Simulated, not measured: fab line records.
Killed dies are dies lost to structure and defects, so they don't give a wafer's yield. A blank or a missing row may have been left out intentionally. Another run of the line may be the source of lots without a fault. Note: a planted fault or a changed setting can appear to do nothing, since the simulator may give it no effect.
Which tool was responsible? -- flow sky130 -- 14 lots, 42 wafers sampled, at 4 steps of a route of 708

== WHAT EACH GAUGE READ, for each wafer ==
SKY_FIELD_ISO_THK_MEAS_23. Usual: for FIELD_ISO_OXIDATION_01_THK the level is 10.06 nm and the standard deviation is 0.15.
lot,measured,on,FIELD_ISO_OXIDATION_01_THK (nm),flag
L249,day 2 22:11,film metro-02,10.29 10.13 10.08,
L247,day 2 23:21,film metro-04,9.97 10.04 10.18,
L252,day 3 13:43,film metro-04,9.95 10.00 10.14,
L253,day 3 14:48,film metro-04,10.36 10.19 10.46,
L254,day 3 23:06,film metro-02,9.75 9.74 9.75,
L255,day 4 04:34,film metro-02,10.13 10.02 9.89,
L257,day 4 11:00,film metro-04,9.90 9.84 9.93,
L256,day 4 11:41,film metro-01,9.99 10.06 9.99,
L258,day 4 18:55,film metro-02,9.83 9.85 10.02,
L259,day 4 21:55,film metro-02,9.83 10.11 10.00,
L260,day 5 02:17,film metro-01,10.06 10.09 10.12,
L261,day 5 08:47,film metro-04,10.13 10.04 10.15,
L262,day 5 13:11,film metro-04,10.12 10.16 10.26,
L267,day 6 17:28,film metro-01,10.12 9.88 10.17,

SKY_PWDE_OVL_MEAS_07. Usual: for PWDE_OVL the level is 0.6 nm and the standard deviation is 1.3.
lot,measured,on,PWDE_OVL (nm),flag
L249,day 4 09:23,overlay-02,2.5 0.6 2.3,
L247,day 4 13:28,overlay-02,0.2 -0.2 -0.2,
L252,day 5 05:22,overlay-02,2.2 2.8 2.5,
L253,day 5 05:01,overlay-01,1.5 -0.4 2.5,
L254,day 5 13:10,overlay-01,3.0 2.4 1.0,
L255,day 5 19:16,overlay-02,0.0 0.6 0.1,
L257,day 6 02:34,overlay-02,0.2 -0.5 0.8,
L256,day 6 03:10,overlay-01,0.6 1.0 0.2,
L258,day 6 10:52,overlay-02,-0.3 -0.7 0.1,
L259,day 6 14:14,overlay-02,0.8 0.9 -0.6,
L260,day 6 19:56,overlay-01,3.2 2.2 2.0,
L261,day 7 02:37,overlay-02,1.8 1.0 1.8,
L262,day 7 08:01,overlay-01,0.8 0.1 1.0,
L267,day 8 15:56,overlay-02,-0.8 -0.1 0.3,

== WHAT TOOL EACH LOT RAN ON (gives the tool, then ch and the chambers of the sampled wafers, and finally the start) ==
lot,SKY_FIELD_ISO_CMP_27,SKY_FIELD_ISO_WET_ETCH_30
L249,"cmp-01 ch 1,2,3, day 3 00:17","wet bench-03 ch 1, day 3 00:59"
L247,"cmp-01 ch 1,2, day 3 02:05","wet bench-03 ch 1, day 3 03:01"
L252,"cmp-02 ch 0,1,3, day 3 16:19","wet bench-01 ch 3, day 3 17:11"
L253,"cmp-02 ch 0,1,3, day 3 16:55","wet bench-04 ch 2, day 3 17:44"
L254,"cmp-01 ch 0,1,3, day 4 00:50","wet bench-01 ch 2, day 4 01:43"
L255,"cmp-01 ch 0,3, day 4 06:19","wet bench-04 ch 0, day 4 07:08"
L257,"cmp-01 ch 1,3, day 4 12:41","wet bench-03 ch 0, day 4 13:31"
L256,"cmp-01 ch 0,1,2, day 4 13:22","wet bench-01 ch 1, day 4 14:12"
L258,"cmp-01 ch 0,1,2, day 4 20:36","wet bench-01 ch 0, day 4 21:26"
L259,"cmp-02 ch 1,2, day 4 23:35","wet bench-04 ch 2, day 5 00:25"
L260,"cmp-02 ch 0,2, day 5 05:18","wet bench-03 ch 2, day 5 06:08"
L261,"cmp-01 ch 0,1,3, day 5 10:31","wet bench-04 ch 2, day 5 11:18"
L262,"cmp-01 ch 0,2,3, day 5 15:14","wet bench-04 ch 0, day 5 16:05"
L267,"cmp-01 ch 1,2, day 6 19:40","wet bench-04 ch 0, day 6 20:36"
- SKY_FIELD_ISO_CMP_27: polishes, stops on Si3N4, t overpolish 16 s, target thk 457.8 nm.
- SKY_FIELD_ISO_WET_ETCH_30: etches SiO2 in dHF, target depth 25 nm, time 50 s.

== WHAT THE TOOLS THEMSELVES READ (means of the sampled wafers that have a number; where no wafer has one, the mark that the record gives instead) ==
SKY_FIELD_ISO_CMP_27. Usual: motor current A 12.1 A, standard deviation 1.4; overpolish run s 16.000 s, standard deviation 0.0089; time to endpoint s 113 s, standard deviation 4.6.
lot,tool,motor current A (A),overpolish run s (s),time to endpoint s (s),flag
L249,cmp-01,13.1,16.003,109,
L247,cmp-01,12.1,15.998,114,
L252,cmp-02,10.6,15.996,110,
L253,cmp-02,10.8,16.006,114,
L254,cmp-01,13.0,16.000,115,
L255,cmp-01,13.6,15.999,117,
L257,cmp-01,14.3,16.005,110,
L256,cmp-01,12.5,16.008,113,
L258,cmp-01,12.2,15.998,113,
L259,cmp-02,10.9,15.996,113,
L260,cmp-02,11.6,15.999,114,
L261,cmp-01,12.7,16.007,119,
L262,cmp-01,12.7,15.998,114,
L267,cmp-01,12.5,15.995,118,

SKY_FIELD_ISO_WET_ETCH_30. Usual: run length s 78 s, standard deviation 3.1.
lot,tool,run length s (s),flag
L249,wet bench-03,75,
L247,wet bench-03,76,
L252,wet bench-01,75,
L253,wet bench-04,75,
L254,wet bench-01,77,
L255,wet bench-04,76,
L257,wet bench-03,77,
L256,wet bench-01,75,
L258,wet bench-01,83,
L259,wet bench-04,77,
L260,wet bench-03,76,
L261,wet bench-04,76,
L262,wet bench-04,119,OFF
L267,wet bench-04,128,OFF

== THE ANSWER, worked out from the rows above alone ==
Rule: take the mean of a lot's wafers that have a number; if it is more than 3 standard deviations from the usual mean, the lot is off. Also off: a lot with no number at a reading for which 4 or more lots have one. All remaining lots with rows at the step are treated as sound. The gauges are gone through in route order, then the tools' own readings, and for those a lot's mean is taken as printed above. At the first step where some lot is off, the reading lying furthest off is the one used; lots without a number count as furthest.
Off, at SKY_FIELD_ISO_WET_ETCH_30 on run length s: L262, L267.
If a tool, at that step or one of the process steps before it, ran each lot that is off and ran no sound lot following the first of them, it fits. Can't be told from this: 2 tools fit, cmp-01 at SKY_FIELD_ISO_CMP_27, wet bench-04 at SKY_FIELD_ISO_WET_ETCH_30.

== WHAT HAD BEEN PUT IN BY THE SIMULATOR ==
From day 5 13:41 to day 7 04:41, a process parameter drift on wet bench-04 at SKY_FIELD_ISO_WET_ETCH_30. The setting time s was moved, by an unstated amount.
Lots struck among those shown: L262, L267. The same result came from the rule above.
